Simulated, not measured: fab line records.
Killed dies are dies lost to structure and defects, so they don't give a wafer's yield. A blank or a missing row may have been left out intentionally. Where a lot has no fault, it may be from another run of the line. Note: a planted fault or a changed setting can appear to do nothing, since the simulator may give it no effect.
Chamber matching ; flow gf180mcu ; rie diel-02 running GF_SAB_ETCH_11: 4 sister chambers
The step etches SiO2 in C4F8/O2/Ar, target depth 55 nm, time 8.5 s. 14 wafers are shown with their chamber, then 7 later ones without.

== WAFERS WITH THEIR CHAMBER ==
wafer;chamber;oes product au (a.u.)
L304.1;1;0.996
L304.2;2;0.995
L304.4;0;0.991
L305.1;1;0.990
L305.2;3;0.997
L305.3;2;0.994
L307.4;3;1.017
L307.5;0;1.001
L307.6;3;1.017
L309.3;3;1.005
L309.4;1;0.991
L309.5;1;1.009
L310.1;0;1.009
L310.5;1;1.003

SIGNATURES (means of the wafers above)
reading;chamber 0;chamber 1;chamber 2;chamber 3;scatter within a chamber
oes product au;1.00033;0.99780;0.99450;1.00900;0.00845
Rule: for each reading, subtract the chamber's mean from the wafer's reading, divide by that reading's scatter and square the result; add these up over the readings and take the root, which gives the wafer's distance from the chamber. If the next closest chamber is less than 2 further off than the closest, the wafer can't be placed; otherwise it belongs to the closest. The scatter: the root of (the sum of the squares of (reading less its chamber's mean) over the shown wafers, divided by (wafers less chambers)).

== WAFERS WITH NO CHAMBER GIVEN ==
wafer;oes product au (a.u.)
L310.6;0.996
L320.1;1.008
L320.2;1.021
L320.6;1.015
L322.2;1.007
L322.4;1.002
L322.6;0.997

== EACH ONE'S CHAMBER ==
wafer;from the rows above;in truth
L310.6;can't be placed: 2 or 1 or 0 or 3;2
L320.1;can't be placed: 3 or 0 or 1 or 2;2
L320.2;can't be placed: 3 or 0 or 1 or 2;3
L320.6;can't be placed: 3 or 0 or 1 or 2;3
L322.2;can't be placed: 3 or 0 or 1 or 2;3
L322.4;can't be placed: 0 or 1 or 3 or 2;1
L322.6;can't be placed: 1 or 2 or 0 or 3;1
Placed correctly: 0 of 7. Can't be placed from these rows: 7 (the true chamber is among the candidates in 7). Placed wrongly: 0.
